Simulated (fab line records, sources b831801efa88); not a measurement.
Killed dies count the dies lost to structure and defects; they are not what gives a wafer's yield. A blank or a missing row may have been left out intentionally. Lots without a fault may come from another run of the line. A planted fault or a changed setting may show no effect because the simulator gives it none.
fab line records | flow gf180mcu
[record] lots = 7 wafers = 21 last-day = 33
route steps=602 shown HV_LDD@207
lots that met no fault: from a run of the same line without faults
start-h: hours from the record's opening day to when the first of the lot's shown wafers began | wait-h: how many hours have passed since the lot's step before this one | " as in the row above | L1.1+2: several wafers, shown together as one row | - no value, or no start was given | * or withheld: withheld | < > ~ a bound
route shown NAME@n: names a module that has steps shown in the file, with the first one's number in the route | usual: mean/standard deviation of fault-free wafers | same: alike in all rows | chamber/n: place in a boat | sites: readings site by site | _std_site: how widely they spread, as a standard deviation | _edge_site: inner sites' mean taken away from outer sites' mean | radius-mm: how far each site lies from the wafer's centre | mask NAME#n: copy n | behind: the last tool/chamber to shape the wafer | hold: reason for holding the lot/hours on hold/outcome of the hold | device: which transistor (n, p or np) failed to switch | end of line: the route-end tests of the same wafers | where a step has no rows: the recipe by itself | killed: dies that structure and defects cost at the first sort, which is not the same as the wafer's yield | map: dies across one wafer; x = killed, . = not, _ = none there
set.NAME: setting as actually run; set.NAME@STEP: the setting as run at that earlier step | model.NAME: the simulator's own value behind a step, which no gauge read
lots seen at some steps along the route; tables by step, rows by wafer
services: when a tool's chamber went out of use (start-h, in hours from the record's first day, below 0 if earlier), for how many hours, and the reason
[[steps]]
[step GF_HV_LDD_CD_MEAS_31]
[recipe] target-cd-nm = 400
[usual] cd-nm = 399.9/2.1
// columns lot.wafer tool chamber start-h wait-h cd-nm
L421.2 cd-sem-01 - 287.27 0.1 400.1
L421.4 " - " " 399.8
L421.5 " - " " 401.7
L423.2 cd-sem-02 - 299.77 0.1 400.4
L423.4 " - " " 398.6
L423.5 " - " " 397.5
L430.2 cd-sem-01 - 361.37 0.1 398.6
L430.3 " - " " 399.6
L430.4 " - " " 398.1
L431.3 cd-sem-01 - 365.56 0.1 403.6
L431.4 " - " " 400.7
L431.6 " - " " 402.0
L432.1 cd-sem-02 - 374.36 0.1 395.4
L432.2 " - " " 397.5
L432.5 " - " " 395.6
L433.2 cd-sem-02 - 375.25 0.3 401.3
L433.3 " - " " 402.3
L433.4 " - " " 402.2
L434.2 cd-sem-02 - 393.09 0.1 398.0
L434.3 " - " " 399.8
L434.4 " - " " 396.9
[step GF_HV_LDD_OVL_MEAS_32]
[usual] HV_LDD_02_OVL = -1.2/1.4
// columns lot.wafer tool chamber start-h wait-h HV_LDD_02_OVL[nm]
L421.2 overlay-01 - 287.37 0.1 -0.8
L421.4 " - " " -1.6
L421.5 " - " " -4.3
L423.2 overlay-02 - 299.87 0.1 -2.9
L423.4 " - " " -3.5
L423.5 " - " " -1.6
L430.2 overlay-01 - 361.47 0.1 -2.6
L430.3 " - " " -2.2
L430.4 " - " " -1.2
L431.3 overlay-02 - 365.65 0.1 -0.4
L431.4 " - " " -0.9
L431.6 " - " " -0.4
L432.1 overlay-02 - 374.48 0.1 -3.1
L432.2 " - " " -2.6
L432.5 " - " " -0.4
L433.2 overlay-02 - 375.36 0.1 0.1
L433.3 " - " " -0.1
L433.4 " - " " -1.3
L434.2 overlay-01 - 393.20 0.1 -2.4
L434.3 " - " " -0.9
L434.4 " - " " -0.9
[step GF_HV_LDD_IMPLANT_33]
[recipe] species = P energy-kev = 60 dose-cm2 = 7.5e+12 tilt-deg = 30 rotation-deg = 0
[step GF_HV_LDD_IMPLANT_34]
[recipe] species = P energy-kev = 60 dose-cm2 = 7.5e+12 tilt-deg = 30 rotation-deg = 90
[step GF_HV_LDD_IMPLANT_35]
[recipe] species = P energy-kev = 60 dose-cm2 = 7.5e+12 tilt-deg = 30 rotation-deg = 180
[step GF_HV_LDD_IMPLANT_36]
[recipe] species = P energy-kev = 60 dose-cm2 = 7.5e+12 tilt-deg = 30 rotation-deg = 270
[step GF_HV_LDD_STRIP_37]
[recipe] chemistry = O2/N2 power-w = 1400 pressure-mtorr = 1500 platen-temp-c = 250 o2-flow-sccm = 3000 n2-flow-sccm = 300 overash-fraction = 0.5
[usual] drypump-motor-current-A = 5.9/0.56 heater-power-w = 336/25 oes-product-au = 0.717/0.004 strip-time-to-endpoint-s = 12.64/0.04
// columns lot.wafer tool chamber start-h wait-h drypump-motor-current-A heater-power-w oes-product-au rf-hours-counter-h strip-time-to-endpoint-s
L421.2 plasma-asher-03 1 288.00 0.1 5.9 351 0.711 49 12.61
L421.4 " 1 " " 5.9 359 0.716 - 12.64
L421.5 " 0 " " 6.8 359 0.718 - 12.60
L423.2 plasma-asher-04 0 300.50 0.1 5.2 313 0.716 18 12.62
L423.4 " 0 " " 5.2 326 0.716 - 12.62
L423.5 " 0 " " 5.2 327 0.720 - 12.62
L430.2 plasma-asher-04 0 362.10 0.1 5.2 325 0.721 24 12.58
L430.3 " 0 " " 5.2 319 0.716 - 12.60
L430.4 " 1 " " 5.6 313 0.723 - 12.65
L431.3 plasma-asher-03 0 366.31 0.1 6.8 356 0.705 - 12.58
L431.4 " 1 " " 5.9 354 0.714 - 12.67
L431.6 " 0 " " 6.8 356 0.716 - 12.63
L432.1 plasma-asher-04 0 375.12 0.1 5.2 325 0.719 25 12.66
L432.2 " 1 " " 5.6 298 0.720 25 12.65
L432.5 " 1 " " 5.6 303 0.718 - 12.66
L433.2 plasma-asher-04 1 375.99 0.1 5.5 307 0.721 25 12.67
L433.3 " 0 " " 5.2 317 0.715 - 12.66
L433.4 " 1 " " 5.5 308 0.719 - 12.71
L434.2 plasma-asher-03 0 393.83 0.1 6.8 362 0.712 60 12.71
L434.3 " 0 " " 6.8 346 0.715 - 12.69
L434.4 " 1 " " 5.9 366 0.719 - 12.70
[step GF_HV_LDD_TW_MEAS_38]
[usual] HV_LDD_3_TW = 1432/8.3
// columns lot.wafer tool chamber start-h wait-h HV_LDD_3_TW
L421.2 film-metro-01 - 288.11 0.1 1433
L421.4 " - " " 1431
L421.5 " - " " 1426
L423.2 film-metro-02 - 300.61 0.1 1438
L423.4 " - " " 1434
L423.5 " - " " 1437
L430.2 film-metro-01 - 362.21 0.1 1422
L430.3 " - " " 1415
L430.4 " - " " 1417
L431.3 film-metro-03 - 366.40 0.1 1447
L431.4 " - " " 1442
L431.6 " - " " 1436
L432.1 film-metro-03 - 375.22 0.1 1430
L432.2 " - " " 1438
L432.5 " - " " 1441
L433.2 film-metro-01 - 376.10 0.1 1424
L433.3 " - " " 1426
L433.4 " - " " 1417
L434.2 film-metro-02 - 393.94 0.1 1436
L434.3 " - " " 1435
L434.4 " - " " 1438
[step GF_HV_LDD_DEHYDRATE_39]
[recipe] temp-c = 200 time-s = 60
[step GF_HV_LDD_HMDS_40]
[recipe] prime-time-s = 60 prime-temp-c = 120
[step GF_HV_LDD_COAT_41]
[recipe] resist = NOVOLAK spin-rpm = 3000 resist-thk-nm = 1000
[step GF_HV_LDD_SOFTBAKE_42]
[recipe] temp-c = 90 time-s = 60 resist = NOVOLAK
[step GF_HV_LDD_EXPOSE_43]
[recipe] mask-id = Pplus_HV_AREA target-cd-nm = 400 na = 0.6 source-shape = conventional sigma-outer = 0.6 dose-mj = 140
[usual] exposure-dose-mJ-cm2 = 139.97/0.14 focus-offset-nm = 0.0/0.49 reticle-temp-C = 23.00/0.094
// columns lot.wafer tool chamber start-h wait-h mask exposure-dose-mJ-cm2 focus-offset-nm reticle-temp-C model.HV_LDD.overlay-x-nm
L421.2 iline-stepper-01 0 297.69 - Pplus_HV_AREA#0 139.94 -0.1 22.99 -0.2299
L421.4 " 0 " " Pplus_HV_AREA#0 139.90 0.1 23.05 -0.2299
L421.5 " 0 " " Pplus_HV_AREA#0 139.80 -0.4 23.00 -0.2299
L423.2 iline-stepper-02 0 310.93 - Pplus_HV_AREA#0 139.98 -0.5 22.89 1.099
L423.4 " 0 " " Pplus_HV_AREA#0 139.90 -0.6 22.89 1.099
L423.5 " 0 " " Pplus_HV_AREA#0 140.00 -1.1 22.97 1.099
L430.2 iline-stepper-01 - 373.59 - Pplus_HV_AREA#0 - - - -0.4252
L430.3 " - " " Pplus_HV_AREA#0 - - - -0.4252
L430.4 " - " " Pplus_HV_AREA#0 - - - -0.4252
L431.3 iline-stepper-01 - 377.95 - Pplus_HV_AREA#0 - - - 0.3226
L431.4 " - " " Pplus_HV_AREA#0 - - - 0.3226
L431.6 " - " " Pplus_HV_AREA#0 - - - 0.3226
L432.1 iline-stepper-02 - 386.44 - Pplus_HV_AREA#0 - - - -0.7971
L432.2 " - " " Pplus_HV_AREA#0 - - - -0.7971
L432.5 " - " " Pplus_HV_AREA#0 - - - -0.7971
L433.2 iline-stepper-02 0 387.24 - Pplus_HV_AREA#0 139.86 0.1 23.08 -0.599
L433.3 " 0 " " Pplus_HV_AREA#0 140.02 0.0 23.03 -0.599
L433.4 " 0 " " Pplus_HV_AREA#0 140.07 -0.6 23.06 -0.599
L434.2 iline-stepper-01 0 405.59 - Pplus_HV_AREA#0 140.01 -0.3 22.95 0.2268
L434.3 " 0 " " Pplus_HV_AREA#0 140.01 0.0 22.91 0.2268
L434.4 " 0 " " Pplus_HV_AREA#0 140.19 -0.4 22.98 0.2268
[step GF_HV_LDD_PEB_44]
[recipe] temp-c = withheld time-s = * resist = NOVOLAK
[[services]]
// columns tool chamber start-h hours kind
plasma-asher-03 - 277.38 1.4 repair
plasma-asher-03 - 280.90 0.3 repair
plasma-asher-03 - 291.06 0.5 repair
plasma-asher-03 - 305.06 3.8 repair
iline-stepper-02 - 326.49 2.4 repair
plasma-asher-04 - 335.15 6.6 repair
iline-stepper-02 0 340.21 - calibration
iline-stepper-01 0 388.45 - calibration
plasma-asher-03 - 391.79 1.8 repair
[[key]]
[first-sign] step = GF_HV_LDD_EXPOSE_43 reading = tool-record direction = missing
effect none on later readings
[model-effect] step = GF_HV_LDD_EXPOSE_43 value = HV_LDD.overlay-x-nm without = 0.7578 struck = -0.2999
met-at GF_HV_LDD_EXPOSE_43
struck-wafers L430.2,L430.3,L430.4,L431.3,L431.4,L431.6,L432.1,L432.2,L432.5
later-rows-left-out L430.2,L430.3,L430.4,L431.3,L431.4,L431.6,L432.1,L432.2,L432.5
sort-left-out L430.2,L430.3,L430.4,L431.3,L431.4,L431.6,L432.1,L432.2,L432.5
tester-left-out L430,L431,L432
onset-between 310.93 373.59
[fault] kind = skipped-step-whole tool = iline-stepper-01,iline-stepper-02 chamber = - onset-h = 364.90 steps = GF_HV_LDD_EXPOSE_43 scope = struck-lots-only
// tester-left-out: of these lots the tester's yield and bins aren't shown, on N5 and GAA mostly nor the transistor test; their killed dies are dies lost to structure and defects alone, not to doping, threshold or leakage, so they don't give the yield
// sort-left-out: the simulated sort isn't trusted on such a fault, so these wafers' sort isn't shown, and their yield isn't known
// later-rows-left-out: the simulator's readings of these wafers behind a module that went badly wrong aren't trusted and aren't shown, but for the sort
